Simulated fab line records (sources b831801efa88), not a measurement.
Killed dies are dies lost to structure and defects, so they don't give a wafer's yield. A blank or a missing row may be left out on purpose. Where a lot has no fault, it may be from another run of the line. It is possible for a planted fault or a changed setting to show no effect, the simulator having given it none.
Problem report in the 8D (eight disciplines) form, filled by code    flow sky130    the parts of the form that need people (team, actions taken, sign-off) are left out

== 1. PROBLEM STATEMENT ==
run_length_s at SKY_VIA2_SOFTBAKE_08 reads a mean of 100.58 s on 6 wafers of 2 lots; wafers without a fault read 119.20 s with a standard deviation of 0.12. That is -99 or more standard deviations from the usual mean.
The step: time 90 s.
The first sign was on wafer L198.1 at day 37 15:00, on litho_track-04. Wafers with a number at this step in the record: 33, from 11 lots. By rule, "out" or "out of limits" means more than 4 standard deviations away from the usual mean. Any other wafer with a number is counted as sound.

== 2. WHAT THIS IS AND IS NOT ==
question                     is                                  is not
which readings at this step  run_length_s, heater_power_total_W  -
which lots                   L198, L200                          L195, L196, L197, L211, L212, L213, L214, L215, L216
which wafers of those lots   all that have a number              -
read on which tools          litho_track-04                      litho_track-03
when                         from day 37 15:00                   up to then (9 sound wafers); but 18 sound wafers of L211, L212, L213, L214, L215, L216 came after

== 3. SUSPECTS, AND WHAT RULES EACH OUT ==
Counting: a tool stays on the suspect list if, at a process step up to the reading, it processed all lots that are out and no sound lot following the first of them.
- pvd_sputter-03 at SKY_METAL2_SPUTTER_03 (material Ti, target thk 5 nm, time 3.3 s): ruled out as a lasting fault. The sound lots L214, L216 went through it after L198, its earliest lot that is out (day 36 00:08).
- rie_metal-03 at SKY_METAL2_ETCH_18 (etches BARC in N2/H2, stops on SiO2, time 45.9 s, target depth 60 nm): ruled out as a lasting fault. The sound lots L213 went through it after L198, its earliest lot that is out (day 37 01:37).
- litho_track-04 at SKY_VIA2_SOFTBAKE_08 (time 90 s): ruled out as a lasting fault. The sound lots L212, L213, L216 went through it after L198, its earliest lot that is out (day 37 15:00).
Left after counting: nothing in the record.

== 4. THE CAUSE (what the simulator had put in) ==
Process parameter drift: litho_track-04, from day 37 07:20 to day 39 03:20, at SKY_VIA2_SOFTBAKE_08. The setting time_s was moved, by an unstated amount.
Counting ruled it out, wrongly.

== 5. THE CHAIN OF EFFECTS, in route order ==
Each row: a reading where the mean over the struck wafers with a number is more than 3 standard deviations away from the usual. Scope: only readings with a usual standard deviation given in the record; hours: median across lots of the time from each lot's start at the first step in this table that gives one to its start at this step; sigmas: change in usual standard deviations.
hours  step                  reading               usual     on struck wafers  change  sigmas
0      SKY_VIA2_SOFTBAKE_08  heater_power_total_W  57.36 W   61.92             +4.56   +38
0      SKY_VIA2_SOFTBAKE_08  run_length_s          119.20 s  100.58            -18.62  -99 or more
The process steps in it:
- SKY_VIA2_SOFTBAKE_08: time 90 s.

== 6. WHAT WOULD HAVE CAUGHT IT SOONER ==
In this record no reading fell out of limits until day 37 15:00, 8 hours after the fault had begun at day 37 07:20.
